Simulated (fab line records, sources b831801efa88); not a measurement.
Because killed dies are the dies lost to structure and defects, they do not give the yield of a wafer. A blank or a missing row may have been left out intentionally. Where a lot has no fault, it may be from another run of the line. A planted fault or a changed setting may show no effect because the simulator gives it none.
Which tool is to blame? || flow sky130 || 21 wafers sampled from 7 lots at 1 step of a route of 708

## WHAT EACH GAUGE READ, for each wafer
SKY_POLY_GATE_OVL_MEAS_14.
{"lot": "L174", "measured": "day 17 00:29", "on": "overlay-01", "POLY_GATE_OVL (nm)": "8 16 10"}
{"lot": "L176", "measured": "day 17 11:03", "on": "overlay-01", "POLY_GATE_OVL (nm)": "3 6 4"}
{"lot": "L178", "measured": "day 17 22:47", "on": "overlay-02", "POLY_GATE_OVL (nm)": "10 9 7"}
{"lot": "L186", "measured": "day 21 13:30", "on": "overlay-02", "POLY_GATE_OVL (nm)": "9 1 3"}
{"lot": "L188", "measured": "day 22 11:38", "on": "overlay-02", "POLY_GATE_OVL (nm)": "7 6 6"}
{"lot": "L194", "measured": "day 24 00:34", "on": "overlay-01", "POLY_GATE_OVL (nm)": "6 14 2"}
{"lot": "L196", "measured": "day 24 11:55", "on": "overlay-01", "POLY_GATE_OVL (nm)": "10 3 8"}

## EACH LOT AND THE TOOL THAT RAN IT (in order: tool; ch and the chambers of the sampled wafers; start)
Before these readings, the record contains no process step.

## THE ANSWER, worked out from the rows above alone
Rule: usual is defined by the lots themselves. Put in order of their means at a reading, lots are off if they are a third of the lots or fewer, leave a main group of 4 or more, and stand apart from it by a gap of 3 or more times the standard deviation of the main group's means; of several such gaps the widest counts. A main group is skipped when, at the precision printed for the reading in the tables above, its means are all equal. A lot without any number at a reading at which 4 lots or more have one is off too. All remaining lots with rows at the step are treated as sound.
No lot is off on any of the readings shown, so nothing can be concluded from this.

## WHAT HAD BEEN PUT IN BY THE SIMULATOR
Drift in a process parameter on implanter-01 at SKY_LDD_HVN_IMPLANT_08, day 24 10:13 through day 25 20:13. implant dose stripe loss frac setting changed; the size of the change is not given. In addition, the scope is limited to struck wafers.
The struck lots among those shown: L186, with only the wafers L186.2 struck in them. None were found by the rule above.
